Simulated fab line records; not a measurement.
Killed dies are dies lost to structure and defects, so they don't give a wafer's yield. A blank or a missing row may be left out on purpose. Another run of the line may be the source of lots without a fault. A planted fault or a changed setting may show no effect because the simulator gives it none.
Which tool was responsible? || flow sky130 || 12 lots with 36 wafers sampled at 5 steps, on a route of 708 steps

== WHAT EACH GAUGE READ, for each wafer ==
SKY_NWELL_TW_MEAS_26.
{"lot": "L882", "measured": "day 5 08:56", "on": "film metro-03", "NWELL_2_TW": "490 494 495"}
{"lot": "L886", "measured": "day 6 08:47", "on": "film metro-03", "NWELL_2_TW": "492 493 490"}
{"lot": "L887", "measured": "day 6 16:02", "on": "film metro-04", "NWELL_2_TW": "497 499 498"}
{"lot": "L888", "measured": "day 6 16:24", "on": "film metro-04", "NWELL_2_TW": "496 497 499"}
{"lot": "L889", "measured": "day 7 00:14", "on": "film metro-04", "NWELL_2_TW": "504 499 502"}
{"lot": "L891", "measured": "day 7 13:53", "on": "film metro-03", "NWELL_2_TW": "493 494 494"}
{"lot": "L894", "measured": "day 8 08:11", "on": "film metro-02", "NWELL_2_TW": "501 498 500"}
{"lot": "L895", "measured": "day 8 12:01", "on": "film metro-04", "NWELL_2_TW": "500 497 496"}
{"lot": "L897", "measured": "day 9 16:14", "on": "film metro-02", "NWELL_2_TW": "500 497 497"}
{"lot": "L898", "measured": "day 9 16:31", "on": "film metro-03", "NWELL_2_TW": "493 494 494"}
{"lot": "L899", "measured": "day 9 19:50", "on": "film metro-03", "NWELL_2_TW": "495 493 492"}
{"lot": "L903", "measured": "day 10 15:08", "on": "film metro-03", "NWELL_2_TW": "492 490 491"}

SKY_VT_ADJUST_PCH_TW_MEAS_10.
{"lot": "L882", "measured": "day 10 09:59", "on": "film metro-01", "VT_ADJUST_PCH_TW": "143.9 143.8 143.2"}
{"lot": "L886", "measured": "day 11 18:41", "on": "film metro-01", "VT_ADJUST_PCH_TW": "141.6 142.5 142.4"}
{"lot": "L887", "measured": "day 12 05:56", "on": "film metro-03", "VT_ADJUST_PCH_TW": "142.1 142.2 141.9"}
{"lot": "L888", "measured": "day 12 06:01", "on": "film metro-03", "VT_ADJUST_PCH_TW": "141.8 141.3 141.0"}
{"lot": "L889", "measured": "day 12 14:00", "on": "film metro-01", "VT_ADJUST_PCH_TW": "141.4 141.6 142.6"}
{"lot": "L891", "measured": "day 13 07:06", "on": "film metro-03", "VT_ADJUST_PCH_TW": "142.0 141.9 142.0"}
{"lot": "L894", "measured": "day 14 05:50", "on": "film metro-02", "VT_ADJUST_PCH_TW": "143.8 143.6 143.4"}
{"lot": "L895", "measured": "day 14 10:53", "on": "film metro-03", "VT_ADJUST_PCH_TW": "141.5 141.1 141.7"}
{"lot": "L897", "measured": "day 15 23:00", "on": "film metro-02", "VT_ADJUST_PCH_TW": "144.7 142.6 144.4"}
{"lot": "L898", "measured": "day 16 01:51", "on": "film metro-01", "VT_ADJUST_PCH_TW": "148.1 149.0 148.8 148.1 148.5 149.2"}
{"lot": "L899", "measured": "day 16 03:57", "on": "film metro-02", "VT_ADJUST_PCH_TW": "150.4 150.6 150.7 150.4 150.5 150.7"}
{"lot": "L903", "measured": "day 17 05:03", "on": "film metro-01", "VT_ADJUST_PCH_TW": "143.0 142.6 141.9"}

SKY_SONOS_ONO_THK_MEAS_03.
{"lot": "L882", "measured": "day 11 12:08", "on": "film metro-01", "SONOS_ONO_CVD_02_THK (nm)": "10.50 10.46 10.55"}
{"lot": "L886", "measured": "day 13 00:41", "on": "film metro-01", "SONOS_ONO_CVD_02_THK (nm)": "10.49 10.54 10.49"}
{"lot": "L887", "measured": "day 13 09:13", "on": "film metro-04", "SONOS_ONO_CVD_02_THK (nm)": "10.44 10.24 10.32"}
{"lot": "L888", "measured": "day 13 13:22", "on": "film metro-04", "SONOS_ONO_CVD_02_THK (nm)": "10.21 10.44 10.32"}
{"lot": "L889", "measured": "day 13 20:36", "on": "film metro-01", "SONOS_ONO_CVD_02_THK (nm)": "10.49 10.57 10.32"}
{"lot": "L891", "measured": "day 14 13:53", "on": "film metro-02", "SONOS_ONO_CVD_02_THK (nm)": "10.37 10.29 10.38"}
{"lot": "L894", "measured": "day 15 15:40", "on": "film metro-02", "SONOS_ONO_CVD_02_THK (nm)": "10.00 9.98 10.01"}
{"lot": "L895", "measured": "day 15 19:35", "on": "film metro-02", "SONOS_ONO_CVD_02_THK (nm)": "10.30 10.29 10.33"}
{"lot": "L897", "measured": "day 17 06:25", "on": "film metro-02", "SONOS_ONO_CVD_02_THK (nm)": "10.57 10.62 10.64"}
{"lot": "L898", "measured": "day 17 13:01", "on": "film metro-04", "SONOS_ONO_CVD_02_THK (nm)": "10.51 10.44 10.34"}
{"lot": "L899", "measured": "day 17 14:04", "on": "film metro-04", "SONOS_ONO_CVD_02_THK (nm)": "10.35 10.43 10.40"}
{"lot": "L903", "measured": "day 18 14:36", "on": "film metro-02", "SONOS_ONO_CVD_02_THK (nm)": "10.49 10.65 10.47"}

== TOOL THAT RAN EACH LOT (tool first, then ch and the chambers of the sampled wafers, then the start) ==
{"lot": "L882", "SKY_VT_ADJUST_HVTR_STRIP_10": "plasma asher-03 ch 0,1, day 9 11:46", "SKY_VT_ADJUST_PCH_IMPLANT_08": "implanter-01 ch 0, day 10 09:44"}
{"lot": "L886", "SKY_VT_ADJUST_HVTR_STRIP_10": "plasma asher-03 ch 0,1, day 10 18:13", "SKY_VT_ADJUST_PCH_IMPLANT_08": "implanter-04 ch 0, day 11 18:26"}
{"lot": "L887", "SKY_VT_ADJUST_HVTR_STRIP_10": "plasma asher-03 ch 0,1, day 11 05:01", "SKY_VT_ADJUST_PCH_IMPLANT_08": "implanter-02 ch 0, day 12 05:41"}
{"lot": "L888", "SKY_VT_ADJUST_HVTR_STRIP_10": "plasma asher-04 ch 0,1, day 11 05:19", "SKY_VT_ADJUST_PCH_IMPLANT_08": "implanter-04 ch 0, day 12 05:47"}
{"lot": "L889", "SKY_VT_ADJUST_HVTR_STRIP_10": "plasma asher-03 ch 0,1, day 11 13:55", "SKY_VT_ADJUST_PCH_IMPLANT_08": "implanter-02 ch 0, day 12 13:45"}
{"lot": "L891", "SKY_VT_ADJUST_HVTR_STRIP_10": "plasma asher-04 ch 0,1, day 12 06:05", "SKY_VT_ADJUST_PCH_IMPLANT_08": "implanter-04 ch 0, day 13 06:51"}
{"lot": "L894", "SKY_VT_ADJUST_HVTR_STRIP_10": "plasma asher-04 ch 0,1, day 13 03:25", "SKY_VT_ADJUST_PCH_IMPLANT_08": "implanter-01 ch 0, day 14 05:35"}
{"lot": "L895", "SKY_VT_ADJUST_HVTR_STRIP_10": "plasma asher-01 ch 0, day 13 08:58", "SKY_VT_ADJUST_PCH_IMPLANT_08": "implanter-01 ch 0, day 14 10:38"}
{"lot": "L897", "SKY_VT_ADJUST_HVTR_STRIP_10": "plasma asher-01 ch 0, day 14 19:43", "SKY_VT_ADJUST_PCH_IMPLANT_08": "implanter-02 ch 0, day 15 22:45"}
{"lot": "L898", "SKY_VT_ADJUST_HVTR_STRIP_10": "plasma asher-01 ch 0,1, day 14 22:55", "SKY_VT_ADJUST_PCH_IMPLANT_08": "implanter-01 ch 0, day 16 01:36"}
{"lot": "L899", "SKY_VT_ADJUST_HVTR_STRIP_10": "plasma asher-01 ch 0,1, day 15 01:04", "SKY_VT_ADJUST_PCH_IMPLANT_08": "implanter-01 ch 0, day 16 03:42"}
{"lot": "L903", "SKY_VT_ADJUST_HVTR_STRIP_10": "plasma asher-01 ch 0, day 16 00:44", "SKY_VT_ADJUST_PCH_IMPLANT_08": "implanter-04 ch 0, day 17 04:49"}
- SKY_VT_ADJUST_HVTR_STRIP_10: strips in O2/N2.
- SKY_VT_ADJUST_PCH_IMPLANT_08

== AS READ BY THE TOOLS THEMSELVES (means over the sampled wafers that have a number; for cases with no such wafer, the mark the record gives instead) ==
SKY_VT_ADJUST_HVTR_STRIP_10.
{"lot": "L882", "tool": "plasma asher-03", "drypump motor current A (A)": 5.91, "oes product au (a.u.)": 0.714, "strip time to endpoint s (s)": 14.23}
{"lot": "L886", "tool": "plasma asher-03", "drypump motor current A (A)": 5.91, "oes product au (a.u.)": 0.715, "strip time to endpoint s (s)": 14.24}
{"lot": "L887", "tool": "plasma asher-03", "drypump motor current A (A)": 5.90, "oes product au (a.u.)": 0.717, "strip time to endpoint s (s)": 14.19}
{"lot": "L888", "tool": "plasma asher-04", "drypump motor current A (A)": 5.87, "oes product au (a.u.)": 0.720, "strip time to endpoint s (s)": 14.21}
{"lot": "L889", "tool": "plasma asher-03", "drypump motor current A (A)": 5.89, "oes product au (a.u.)": 0.714, "strip time to endpoint s (s)": 14.27}
{"lot": "L891", "tool": "plasma asher-04", "drypump motor current A (A)": 5.81, "oes product au (a.u.)": 0.715, "strip time to endpoint s (s)": 14.17}
{"lot": "L894", "tool": "plasma asher-04", "drypump motor current A (A)": 5.79, "oes product au (a.u.)": 0.714, "strip time to endpoint s (s)": 14.17}
{"lot": "L895", "tool": "plasma asher-01", "drypump motor current A (A)": 5.26, "oes product au (a.u.)": 0.719, "strip time to endpoint s (s)": 14.21}
{"lot": "L897", "tool": "plasma asher-01", "drypump motor current A (A)": 5.27, "oes product au (a.u.)": 0.712, "strip time to endpoint s (s)": 14.17}
{"lot": "L898", "tool": "plasma asher-01", "drypump motor current A (A)": 5.45, "oes product au (a.u.)": 0.716, "strip time to endpoint s (s)": 14.18}
{"lot": "L899", "tool": "plasma asher-01", "drypump motor current A (A)": 5.58, "oes product au (a.u.)": 0.714, "strip time to endpoint s (s)": 14.21}
{"lot": "L903", "tool": "plasma asher-01", "drypump motor current A (A)": 5.26, "oes product au (a.u.)": 0.716, "strip time to endpoint s (s)": 14.21}

SKY_VT_ADJUST_PCH_IMPLANT_08.
{"lot": "L882", "tool": "implanter-01", "beam on s (s)": 9.96, "end station pressure torr (Torr)": 5.17e-06, "faraday current uA": 2.83}
{"lot": "L886", "tool": "implanter-04", "beam on s (s)": 10.07, "end station pressure torr (Torr)": 4.80e-06, "faraday current uA": 2.80}
{"lot": "L887", "tool": "implanter-02", "beam on s (s)": 9.77, "end station pressure torr (Torr)": 4.91e-06, "faraday current uA": 2.89}
{"lot": "L888", "tool": "implanter-04", "beam on s (s)": 9.90, "end station pressure torr (Torr)": 4.71e-06, "faraday current uA": 2.85}
{"lot": "L889", "tool": "implanter-02", "beam on s (s)": 10.10, "end station pressure torr (Torr)": 5.10e-06, "faraday current uA": 2.80}
{"lot": "L891", "tool": "implanter-04", "beam on s (s)": 10.18, "end station pressure torr (Torr)": 4.97e-06, "faraday current uA": 2.77}
{"lot": "L894", "tool": "implanter-01", "beam on s (s)": 9.96, "end station pressure torr (Torr)": 5.10e-06, "faraday current uA": 2.84}
{"lot": "L895", "tool": "implanter-01", "beam on s (s)": 9.85, "end station pressure torr (Torr)": 5.06e-06, "faraday current uA": 2.86}
{"lot": "L897", "tool": "implanter-02", "beam on s (s)": 10.01, "end station pressure torr (Torr)": 4.64e-06, "faraday current uA": 2.83}
{"lot": "L898", "tool": "implanter-01", "beam on s (s)": 11.85, "end station pressure torr (Torr)": 8.77e-05, "faraday current uA": 2.37}
{"lot": "L899", "tool": "implanter-01", "beam on s (s)": 11.98, "end station pressure torr (Torr)": 8.94e-05, "faraday current uA": 2.36}
{"lot": "L903", "tool": "implanter-04", "beam on s (s)": 9.87, "end station pressure torr (Torr)": 5.11e-06, "faraday current uA": 2.86}

== THE ANSWER, worked out from the rows above alone ==
Rule: the lots themselves supply what counts as usual. The widest of any qualifying gaps counts: lots, ordered by their means at a reading, are off when they make up no more than a third of the lots, leave a main group of 4 or more, and stand apart from it by 3 or more times the standard deviation of that group's means. A main group is skipped when, at the precision printed for the reading in the tables above, its means are all equal. Also off: a lot with no number at a reading for which 4 or more lots have one. The other lots that the step has rows for count as sound. After the gauges, taken in route order, come the tools' own readings; for these a lot's mean is taken, as printed above. The first step at which some lot is off is used, and at that step the reading that is off furthest; a lot without a number counts as furthest.
Off: L898, L899, seen at SKY_VT_ADJUST_PCH_TW_MEAS_10 (VT_ADJUST_PCH_TW). The main group: mean 142.4, standard deviation 0.89.
A tool fits if, at a process step before that reading, it ran every lot that is off, and no sound lot after the first of them. Not tried: the gauges at SKY_VT_ADJUST_PCH_TW_MEAS_10; whatever is off there is also off at SKY_VT_ADJUST_PCH_IMPLANT_08, on other tools, and gauge error can't account for it. One fits: SKY_VT_ADJUST_PCH_IMPLANT_08 on implanter-01. A fault onset in the window from L895 (day 14 10:38, its last sound lot) to L898 (day 16 01:36, its first lot off) fits.
The tool's own readings at SKY_VT_ADJUST_PCH_IMPLANT_08 bear it out: on the lots that are off they differ by more than 5 times the standard deviation of the sound lots' means. beam on s reads 11.91 s there against 9.97 s on the sound lots; end station pressure torr reads 8.86e-05 Torr there against 4.96e-06 Torr on the sound lots; faraday current uA reads 2.37 there against 2.83 on the sound lots.

== WHAT THE SIMULATOR HAD INSERTED ==
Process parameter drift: implanter-01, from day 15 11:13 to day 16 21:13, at SKY_VT_ADJUST_PCH_IMPLANT_08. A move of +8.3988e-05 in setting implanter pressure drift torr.
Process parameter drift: implanter-01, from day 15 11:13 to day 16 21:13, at SKY_VT_ADJUST_PCH_IMPLANT_08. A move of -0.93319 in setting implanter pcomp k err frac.
Lots struck among those shown: L898, L899. Same finding as the rule above.
